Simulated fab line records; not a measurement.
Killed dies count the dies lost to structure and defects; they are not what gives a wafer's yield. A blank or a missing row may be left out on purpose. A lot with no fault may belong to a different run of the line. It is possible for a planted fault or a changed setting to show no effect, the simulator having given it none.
Problem report, 8D (eight disciplines) form, completed by code    flow sky130    the parts of the form that need people (team, actions taken, sign-off) are left out

== 1. THE PROBLEM ==
VT_ADJUST_LVTN_2_TW at SKY_VT_ADJUST_LVTN_TW_MEAS_21 reads a mean of 30.4 on 3 wafers of 1 lot; wafers without a fault read 189.2 with a standard deviation of 1.8. Relative to the usual mean, that is a shift of -88 standard deviations.
Earliest sighting: wafer L247.3 on film_metro-02 at day 12 06:10. The record has a number at this step for 39 wafers belonging to 13 lots. By rule, "out" or "out of limits" means more than 4 standard deviations away from the usual mean. Any other wafer with a number is counted as sound.

== 2. WHAT IT IS, WHAT IT ISN'T ==
question                     is                      is not
which readings at this step  VT_ADJUST_LVTN_2_TW     -
which lots                   L247                    L231, L232, L234, L235, L236, L237, L238, L239, L240, L241, L243, L254
which wafers of those lots   all that have a number  -
read on which gauges         film_metro-02           film_metro-03, film_metro-04
when                         from day 12 06:10       up to then (33 sound wafers); but 3 sound wafers of L254 came after

== 3. WHAT RULES OUT EACH SUSPECT ==
Counting: a tool at any process step up to the reading remains a suspect when it ran all the lots that are out and ran no sound lot after the first of those.
- the gauge at SKY_VT_ADJUST_LVTN_TW_MEAS_21 has been ruled out. All the wafers that are out were read on film_metro-02, but those of them that SKY_VT_ADJUST_LVTN_STRIP_09 has rows for are out there too, on other tools.
- plasma_asher-02 at SKY_VT_ADJUST_LVTN_STRIP_09 (strips in O2/N2): kept. It ran the lot that is out, L247 (day 11 07:41), and no sound lot after that; its last sound lot up to then is L241 (day 9 14:34). Its own readings are out on those wafers: oes_product_au.
- plasma_asher-04 at SKY_VT_ADJUST_LVTN_STRIP_20 (strips in O2/N2): kept. It ran the lot that is out, L247 (day 12 06:04), and no sound lot after that; its last sound lot up to then is L238 (day 9 23:03). Its own readings are out on those wafers: strip_time_to_endpoint_s.
The count leaves plasma_asher-04 at SKY_VT_ADJUST_LVTN_STRIP_20 and plasma_asher-02 at SKY_VT_ADJUST_LVTN_STRIP_09.

== 4. THE CAUSE (what the simulator had put in) ==
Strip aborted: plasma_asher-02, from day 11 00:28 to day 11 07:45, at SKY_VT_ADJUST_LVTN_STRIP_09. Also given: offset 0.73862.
Counting left 2 suspects, and this tool is among them.

== 5. THE CHAIN OF EFFECTS, in route order ==
One row per reading whose mean, taken over the struck wafers that have a number, lies over 3 standard deviations from the usual. Only readings whose record carries a usual standard deviation are examined. hours: median over the lots of the time between each lot's start at the first step of this table that gives one and its start at this step. sigmas: the change, counted in usual standard deviations.
hours  step                           reading                   usual       on struck wafers  change  sigmas
0      SKY_VT_ADJUST_LVTN_STRIP_09    oes_product_au            0.722 a.u.  0.931             +0.209  +41
22     SKY_VT_ADJUST_LVTN_STRIP_20    strip_time_to_endpoint_s  14.20 s     36.75             +22.55  +99 or more
22     SKY_VT_ADJUST_LVTN_TW_MEAS_21  VT_ADJUST_LVTN_2_TW       189.2       30.4              -158.8  -88
Its process steps:
- SKY_VT_ADJUST_LVTN_STRIP_09: strips in O2/N2.
- SKY_VT_ADJUST_LVTN_STRIP_20: strips in O2/N2.
Readings that are blank on the struck wafers while sound wafers have them: strip_time_to_endpoint_s at SKY_VT_ADJUST_LVTN_STRIP_09.
Later measuring or inspecting steps at which every struck wafer that the step has a row for has a number for every such reading, and none has moved that far: SKY_LI_CONTACT_OVL_MEAS_13.

== 6. WHAT WOULD HAVE CAUGHT IT SOONER ==
In this record the first reading out of limits at a measuring or inspecting step was taken at day 12 06:10, 30 hours after the fault began at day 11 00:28.
Tool's own readings at SKY_VT_ADJUST_LVTN_STRIP_09, oes_product_au: out on all struck wafers the step has rows for; an alarm limit on them would have tripped on the first.
By day 12 06:10, every lot that is out (1) had started SKY_VT_ADJUST_LVTN_STRIP_09 on plasma_asher-02. Had the tool been put on hold then, not one of them would have been saved.
